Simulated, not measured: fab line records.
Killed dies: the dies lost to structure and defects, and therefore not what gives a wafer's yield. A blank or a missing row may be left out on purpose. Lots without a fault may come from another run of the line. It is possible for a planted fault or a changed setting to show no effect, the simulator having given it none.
The same fault as seen by 2 desks -- flow gf180mcu -- numbers are kept per desk, each desk with only its own; the story behind them comes last

== FROM THE METROLOGY DESK ==
What the gauges read for every lot (on any tool): the sampled wafers with a number, averaged. Any lot whose mean is over 4 standard deviations away from the usual mean is out of limits and marked OUT; that distance is given in the brackets.
Columns: A = PASSIVATION_CVD_02_THK at GF_PASSIVATION_THK_MEAS_03, usual 702 nm
lot,first seen here,A
L568,day 28 01:46,696
L569,day 28 12:13,698
L570,day 28 22:07,705
L571,day 29 02:23,700
L572,day 29 11:19,700
L573,day 29 18:47,697
L574,day 29 19:23,699
L581,day 31 19:23,702
L584,day 32 17:39,707
L586,day 33 03:37,716
L587,day 33 10:47,705
L590,day 34 01:27,696
L591,day 34 12:55,702
This desk's verdict: no lot among the 13 shows anything out of limits.

== THE TOOL OWNER'S DESK: hdpcvd-01 ==
The tool's own readings at GF_V3_CVD_00 (deposits SiO2, target thk 600 nm, time 100 s): means of the sampled wafers that have a number, for each lot that ran on this tool. Any lot whose mean is over 4 standard deviations away from the usual mean is out of limits and marked OUT; that distance is given in the brackets.
Columns: A = pressure-mtorr at GF_V3_CVD_00, usual 6.000 mTorr
lot,first seen here,A
L568,day 21 07:01,5.991
L569,day 21 16:20,6.003
L570,day 22 07:36,6.001
L572,day 22 22:19,6.003
L574,day 23 10:14,6.007
L584,day 26 23:23,5.998
This desk's verdict: no lot among the 6 shows anything out of limits.

== BROUGHT TOGETHER ==
From the metrology desk's view, nothing was out of limits.
The desk of the tool owner found nothing out of limits.

== WHAT HAD BEEN PUT IN BY THE SIMULATOR ==
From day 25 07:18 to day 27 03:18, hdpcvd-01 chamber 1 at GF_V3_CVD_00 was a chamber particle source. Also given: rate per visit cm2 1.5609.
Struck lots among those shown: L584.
